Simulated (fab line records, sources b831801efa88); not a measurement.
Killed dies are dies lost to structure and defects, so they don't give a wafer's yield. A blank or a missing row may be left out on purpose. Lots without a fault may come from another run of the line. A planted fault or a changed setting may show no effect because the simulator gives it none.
fab line records | flow sky130
record lots=6 wafers=18 last_day=50
route steps=708 shown FIELD_ISO@1 PAD_OPEN@708
lots that met no fault: from a run of the same line without faults
start_h: hours from the record's first day to the start of the lot's first wafer shown | wait_h: hours since the lot's step before | " the same as in the row above | L1.1+2: a row that stands for several wafers | - no value, or no start given | * or withheld: withheld | < > ~ a bound
route shown NAME@n: a module of which the file shows steps, and the number in the route of the first | usual: mean/standard deviation of fault-free wafers | same: alike in all rows | chamber/n: place in a boat | sites: the reading at each site | _std_site: their standard deviation | _edge_site: outer sites' mean less inner sites' | radius_mm: how far each site lies from the wafer's centre | mask NAME#n: copy n | behind: the tool/chamber that last shaped the wafer | hold: why the lot was held/for how many hours/how that ended | device: the transistor (n, p or np) that didn't switch | end of line: the same wafers' tests at the end of the route | a step without rows: its recipe alone | killed: dies lost to structure and defects at the first sort, not the wafer's yield | map: a wafer's dies, x killed, . not, _ none there
set.NAME: the setting as run; set.NAME@STEP: as run at that earlier step | model.NAME: the simulator's own value behind a step, which no gauge read
lots at some steps of the route; a table a step, a row a wafer
services: from which hour (start_h, from the record's first day; less than 0 if before it) a tool's chamber was out of use, for how many hours, and why
## steps
# step SKY_FIELD_ISO_BOW_MEAS_00
# recipe mode=bow
# usual INCOMING_BOW=0/6.5
# columns lot.wafer tool chamber start_h wait_h INCOMING_BOW[um]
L130.1 film_metro-03 - 15.00 - -3
L130.2 " - " " -8
L130.3 " - " " -2
L133.1 film_metro-03 - 30.00 - -9
L133.5 " - " " -5
L133.6 " - " " 0
L142.2 film_metro-03 - 75.02 - -15
L142.4 " - " " 3
L142.6 " - " " -1
L143.3 film_metro-03 - 80.04 - 8
L143.4 " - " " 0
L143.5 " - " " -15
L150.3 film_metro-04 - 115.04 - -11
L150.4 " - " " 8
L150.5 " - " " 4
L152.2 film_metro-01 - 125.02 - -1
L152.3 " - " " -4
L152.6 " - " " -3
# step SKY_FIELD_ISO_OXIDATION_01
# recipe temp_c=900 ambient=O2 stabilise_s=600 purge_s=300 target_thk_a=120 ox_time_s=1843
# step SKY_FIELD_ISO_THK_MEAS_02
# recipe reads=SiO2_of_FIELD_ISO_OXIDATION_01
# usual FIELD_ISO_OXIDATION_00_THK=12.16/0.2
# columns lot.wafer tool chamber start_h wait_h FIELD_ISO_OXIDATION_00_THK[nm]
L130.1 film_metro-01 - 18.14 0.0 11.89
L130.2 " - " " 12.33
L130.3 " - " " 12.17
L133.1 film_metro-03 - 32.68 0.0 12.35
L133.5 " - " " 12.55
L133.6 " - " " 12.43
L142.2 film_metro-04 - 76.64 0.0 12.07
L142.4 " - " " 12.22
L142.6 " - " " 12.07
L143.3 film_metro-04 - 81.98 0.0 12.06
L143.4 " - " " 11.77
L143.5 " - " " 12.09
L150.3 film_metro-01 - 118.70 0.0 12.04
L150.4 " - " " 12.08
L150.5 " - " " 12.26
L152.2 film_metro-01 - 126.64 0.0 12.37
L152.3 " - " " 12.49
L152.6 " - " " 12.43
# step SKY_FIELD_ISO_CVD_03
# recipe material=Si3N4 precursor=DCS/NH3 target_thk_nm=165 temp_c=770 time_s=2830 pressure_mtorr=250
# step SKY_FIELD_ISO_THK_MEAS_04
# recipe reads=Si3N4_of_FIELD_ISO_CVD_03
# usual FIELD_ISO_CVD_03_THK=164.6/1.4
# columns lot.wafer tool chamber start_h wait_h FIELD_ISO_CVD_03_THK[nm]
L130.1 film_metro-01 - 21.36 0.0 164.8
L130.2 " - " " 163.8
L130.3 " - " " 163.7
L133.1 film_metro-03 - 35.69 0.0 164.5
L133.5 " - " " 164.9
L133.6 " - " " 163.4
L142.2 film_metro-03 - 81.19 0.0 166.3
L142.4 " - " " 164.9
L142.6 " - " " 166.2
L143.3 film_metro-01 - 84.56 0.0 165.8
L143.4 " - " " 165.4
L143.5 " - " " 166.1
L150.3 film_metro-01 - 120.54 0.0 164.2
L150.4 " - " " 162.7
L150.5 " - " " 164.0
L152.2 film_metro-03 - 129.08 0.0 166.4
L152.3 " - " " 168.1
L152.6 " - " " 167.1
# step SKY_FIELD_ISO_DEHYDRATE_05
# recipe temp_c=200 time_s=60
# step SKY_FIELD_ISO_HMDS_06
# recipe prime_time_s=60 prime_temp_c=120
# step SKY_FIELD_ISO_COAT_07
# recipe resist=BARC temp_c=withheld time_s=withheld spin_rpm=3000 resist_thk_nm=60
# columns lot.wafer tool chamber start_h wait_h
L130.1+2+3 litho_track-01 0 28.45 0.1
L133.1+5+6 litho_track-04 0 42.56 0.1
L142.2+4+6 litho_track-01 0 89.57 0.1
L143.3+4+5 litho_track-01 0 92.64 0.1
L150.3+4+5 litho_track-04 0 129.41 0.1
L152.2+3+6 litho_track-04 0 138.44 0.1
# step SKY_FIELD_ISO_COAT_08
# recipe resist=KrF-thick spin_rpm=3000 resist_thk_nm=450
# step SKY_FIELD_ISO_SOFTBAKE_09
# recipe temp_c=100 time_s=90 resist=KrF-thick
# step SKY_FIELD_ISO_EXPOSE_10
# recipe mask_id=FOM na=0.68 source_shape=annular sigma_inner=0.4 sigma_outer=0.8 target_cd_nm=150 dose_mj=28
# step SKY_FIELD_ISO_PEB_11
# recipe peb_temp_c=withheld peb_time_s=withheld resist=KrF-thick
# step SKY_FIELD_ISO_DEVELOP_12
# recipe develop_time_s=60 resist=KrF-thick dev_temp_c=21
# step SKY_FIELD_ISO_CD_MEAS_13
# recipe target_cd_nm=150
# usual cd_nm=150.5/1.7
# columns lot.wafer tool chamber start_h wait_h cd_nm
L130.1 cd_sem-01 - 35.85 - 150.5
L130.2 " - " " 152.4
L130.3 " - " " 152.2
L133.1 cd_sem-02 - 50.65 - 150.5
L133.5 " - " " 150.2
L133.6 " - " " 150.2
L142.2 cd_sem-01 - 99.48 - 146.6
L142.4 " - " " 148.6
L142.6 " - " " 148.5
L143.3 cd_sem-02 - 101.93 - 149.6
L143.4 " - " " 150.1
L143.5 " - " " 149.3
L150.3 cd_sem-02 - 138.98 - 149.4
L150.4 " - " " 148.2
L150.5 " - " " 147.5
L152.2 cd_sem-01 - 147.98 - 149.2
L152.3 " - " " 148.4
L152.6 " - " " 148.9
# step SKY_FIELD_ISO_ETCH_14
# recipe chemistry=N2/H2 target=BARC ion_energy_ev=200 source_w=500 bias_w=100 pressure_mtorr=30 n2_flow_sccm=100 h2_flow_sccm=200 stop_on=SiO2 time_s=45.9 target_depth_a=600
# usual drypump_motor_current_A=5.6/0.46 oes_product_au=0.854/0.0052 throttle_valve_pct=13.225/0.01
# columns lot.wafer tool chamber start_h wait_h drypump_motor_current_A oes_product_au rf_hours_counter_h throttle_valve_pct model.etch.depth_nm
L130.1 rie_diel-04 3 35.97 0.1 5.8 0.859 33 13.222 60.2
L130.2 " 1 " " 5.8 0.856 2 13.219 60.38
L130.3 " 2 " " 6.0 0.858 69 13.228 60.34
L133.1 rie_diel-03 3 50.77 0.1 5.5 0.852 4 13.235 59.71
L133.5 " 1 " " 6.4 0.848 - 13.206 59.8
L133.6 " 3 " " 5.5 0.858 - 13.206 59.78
L142.2 rie_diel-04 2 99.58 0.1 6.0 0.799 69 13.225 53.68
L142.4 " 3 " " 5.8 0.854 34 13.244 60.52
L142.6 " 1 " " 5.9 0.860 - 13.224 60.26
L143.3 rie_diel-04 2 102.01 0.1 5.9 0.810 69 13.210 53.57
L143.4 " 3 " " 5.8 0.853 34 13.228 60.09
L143.5 " 0 " " 5.0 0.858 - 13.225 60.11
L150.3 rie_diel-02 1 139.06 0.1 4.7 0.844 104 13.223 59.84
L150.4 " 2 " " 5.6 0.856 - 13.222 59.85
L150.5 " 0 " " 5.8 0.864 - 13.215 60.07
L152.2 rie_diel-02 2 148.08 0.1 5.6 0.854 87 13.214 60.04
L152.3 " 3 " " 5.2 0.857 80 13.224 59.98
L152.6 " 3 " " 5.3 0.853 - 13.223 59.87
# step SKY_FIELD_ISO_ETCH_15
# recipe chemistry=CHF3/O2 target_depth_nm=180 stop_on=Si source_w=600 bias_w=200 pressure_mtorr=40 chf3_flow_sccm=50 O2_flow_sccm=5 time_s=72
# usual drypump_motor_current_A=5.6/0.46 oes_product_au=0.944/0.0067 throttle_valve_pct=8.844/0.0085
# columns lot.wafer tool chamber start_h wait_h drypump_motor_current_A oes_product_au rf_hours_counter_h throttle_valve_pct
L130.1 rie_diel-04 3 36.01 0.0 5.8 0.940 33 8.845
L130.2 " 1 " " 5.9 0.943 2 8.842
L130.3 " 2 " " 6.0 0.939 69 8.845
L133.1 rie_diel-03 3 50.81 0.0 5.5 0.948 4 8.853
L133.5 " 1 " " 6.3 0.941 - 8.851
L133.6 " 3 " " 5.5 0.945 - 8.839
L142.2 rie_diel-04 2 99.62 0.0 5.9 0.951 69 8.855
L142.4 " 3 " " 5.8 0.951 34 8.864
L142.6 " 1 " " 5.9 0.949 - 8.841
L143.3 rie_diel-04 2 102.06 0.0 6.0 0.954 69 8.850
L143.4 " 3 " " 5.8 0.946 34 8.843
L143.5 " 0 " " 4.9 0.953 - 8.836
L150.3 rie_diel-02 1 139.11 0.0 4.7 0.959 104 8.846
L150.4 " 2 " " 5.6 0.938 - 8.835
L150.5 " 0 " " 5.8 0.939 - 8.846
L152.2 rie_diel-02 2 148.12 0.0 5.6 0.951 87 8.825
L152.3 " 3 " " 5.2 0.959 80 8.845
L152.6 " 3 " " 5.2 0.953 - 8.848
# step SKY_FIELD_ISO_STRIP_16
# recipe chemistry=O2/N2 power_w=1400 pressure_mtorr=1500 platen_temp_c=withheld o2_flow_sccm=3000 n2_flow_sccm=300 overash_fraction=0.5
# usual drypump_motor_current_A=6.10/0.28 oes_product_au=0.378/0.0048 strip_time_to_endpoint_s=3.53/0.035
# columns lot.wafer tool chamber start_h wait_h drypump_motor_current_A oes_product_au rf_hours_counter_h strip_time_to_endpoint_s
L130.1 plasma_asher-02 0 36.06 0.0 5.75 0.382 33 3.51
L130.2 " 1 " " 6.54 0.383 33 3.62
L130.3 " 1 " " 6.51 0.374 - 3.52
L133.1 plasma_asher-02 1 50.86 0.0 6.54 0.385 35 3.57
L133.5 " 1 " " 6.52 0.383 - 3.56
L133.6 " 0 " " 5.75 0.377 - 3.56
L142.2 plasma_asher-01 0 99.68 0.0 5.81 0.367 30 3.40
L142.4 " 0 " " 5.83 0.375 - 3.50
L142.6 " 0 " " 5.84 0.380 - 3.55
L143.3 plasma_asher-01 0 102.15 0.1 5.83 0.376 - 3.42
L143.4 " 1 " " 6.39 0.368 - 3.49
L143.5 " 0 " " 5.86 0.371 - 3.52
L150.3 plasma_asher-01 1 139.20 0.1 6.36 0.386 - 3.54
L150.4 " 0 " " 5.83 0.374 - 3.55
L150.5 " 1 " " 6.39 0.380 - 3.52
L152.2 plasma_asher-03 1 148.18 0.0 6.16 0.382 45 3.55
L152.3 " 1 " " 6.16 0.376 - 3.48
L152.6 " 0 " " 5.97 0.376 - 3.52
# step SKY_FIELD_ISO_ETCH_17
# recipe target_depth_a=3420 mask_material=Si3N4 chemistry=HBr/Cl2/O2 target=Si taper_deg=5 icp_w=600 bias_w=150 pressure_mtorr=15 HBr_flow_sccm=150 Cl2_flow_sccm=40 O2_flow_sccm=6 time_s=97.7
# usual drypump_motor_current_A=5.6/0.67 oes_product_au=1.006/0.007 throttle_valve_pct=25.653/0.01
# columns lot.wafer tool chamber start_h wait_h drypump_motor_current_A oes_product_au rf_hours_counter_h throttle_valve_pct
L130.1 rie_si-01 2 36.16 0.1 4.9 1.007 3 25.642
L130.2 " 0 " " 6.4 1.016 117 25.645
L130.3 " 3 " " 6.2 1.015 10 25.658
L133.1 rie_si-01 3 50.96 0.1 6.2 1.005 10 25.665
L133.5 " 0 " " 6.4 1.000 - 25.656
L133.6 " 3 " " 6.2 1.007 - 25.659
L142.2 rie_si-01 1 99.78 0.1 4.8 1.009 139 25.663
L142.4 " 0 " " 6.4 0.994 118 25.657
L142.6 " 1 " " 4.8 1.020 - 25.650
L143.3 rie_si-01 3 102.21 0.0 6.2 1.000 10 25.670
L143.4 " 2 " " 4.9 1.005 4 25.660
L143.5 " 0 " " 6.4 0.991 - 25.648
L150.3 rie_si-01 0 139.26 0.0 6.4 1.018 119 25.645
L150.4 " 0 " " 6.4 1.001 - 25.659
L150.5 " 2 " " 4.9 1.012 - 25.642
L152.2 rie_si-01 2 148.28 0.1 4.9 1.006 5 25.640
L152.3 " 3 " " 6.2 1.005 11 25.655
L152.6 " 3 " " 6.2 1.004 - 25.642
# step SKY_PAD_OPEN_PROBE_99
# usual killed_at_M0_to_M3=44/6.8 killed_at_M4_up=3.2/1.7 killed_at_contacts=24/4.9 killed_at_front_end=14/4.1 killed_at_other=0.2/0.51 killed_dies=85/8.7 killed_open=46/6.8 killed_short=39/6.1
# same gross_dies=492 killed_at_back_side=0
# columns lot.wafer tool chamber start_h wait_h killed_at_M0_to_M3 killed_at_M4_up killed_at_contacts killed_at_front_end killed_at_other killed_dies killed_open killed_short
L133.1 prober-02 - 1098.59 0.1 55 1 22 18 0 96 52 44
L133.5 prober-02 - 1098.79 0.2 31 7 23 14 0 75 40 35
L133.6 prober-02 - 1098.84 0.2 47 6 17 10 0 80 49 31
# killed by level:class
L133.1 VIA1:geometric_particle:open=13 FIELD_ISO:geometric_particle:open=7 CONTACT:geometric_particle:short=7 VIA1:geometric_particle:short=7 METAL2:geometric_particle:short=7 VIA3:geometric_particle:open=7 LI_CONTACT:geometric_particle:open=6 VIA2:geometric_particle:open=6
L133.5 CONTACT:geometric_particle:open=9 LI_CONTACT:geometric_particle:open=7 VIA1:geometric_particle:open=7 POLY_GATE:geometric_particle:short=5 METAL4:geometric_particle:short=5 FIELD_ISO:geometric_particle:short=4 METAL2:geometric_particle:short=4 VIA3:geometric_particle:open=4
L133.6 VIA1:geometric_particle:open=12 VIA3:geometric_particle:open=9 VIA2:geometric_particle:open=7 CONTACT:geometric_particle:open=6 FIELD_ISO:geometric_particle:open=4 METAL4:geometric_particle:short=4 LOCAL_INTERCONNECT:geometric_particle:short=3 CONTACT:geometric_particle:short=3
## services
# columns tool chamber start_h hours kind
rie_diel-02 0 6.61 60.1 repair
rie_diel-04 - 37.06 0.7 repair
plasma_asher-01 - 38.41 2.4 repair
rie_diel-03 2 42.24 9.6 repair
rie_diel-02 1 44.99 9.4 repair
plasma_asher-03 - 51.77 14.6 pm
rie_diel-03 1 64.71 8.3 repair
rie_diel-04 - 71.54 2.8 pm
rie_si-01 - 88.08 0.3 repair
rie_diel-02 - 100.18 0.4 repair
rie_diel-02 3 105.30 1.2 repair
rie_diel-03 0 111.55 12.3 repair
rie_diel-03 3 126.23 5.1 repair
rie_diel-02 3 128.07 12.8 repair
rie_si-01 1 130.40 - clean
rie_si-01 1 130.40 15.0 scheduled_down
rie_si-01 1 130.40 15.0 vent_cycle
## key
first_sign step=SKY_FIELD_ISO_ETCH_14 reading=oes_product_au direction=down sigmas=9.4 usual=0.854 struck=0.805
effect step=SKY_FIELD_ISO_STRIP_16 reading=strip_time_to_endpoint_s direction=down sigmas=3.5 usual=* struck=*
model_effect step=SKY_FIELD_ISO_ETCH_14 value=etch.depth_nm without=60.2 struck=53.62
met_at SKY_FIELD_ISO_COAT_07
struck_wafers L142.2,L143.3
tester_left_out L142,L143
onset_between 28.45 89.57
fault kind=process_parameter_drift tool=litho_track-01 chamber=- onset_h=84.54 steps=SKY_FIELD_ISO_COAT_07 channel=resist_thk_nm offset=-6.5568 shape=step end_h=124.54 scope=struck_wafers_only acts_in=these_recipes_only stated=60
# tester_left_out: of these lots the tester's yield and bins aren't shown, on N5 and GAA mostly nor the transistor test; their killed dies are dies lost to structure and defects alone, not to doping, threshold or leakage, so they don't give the yield
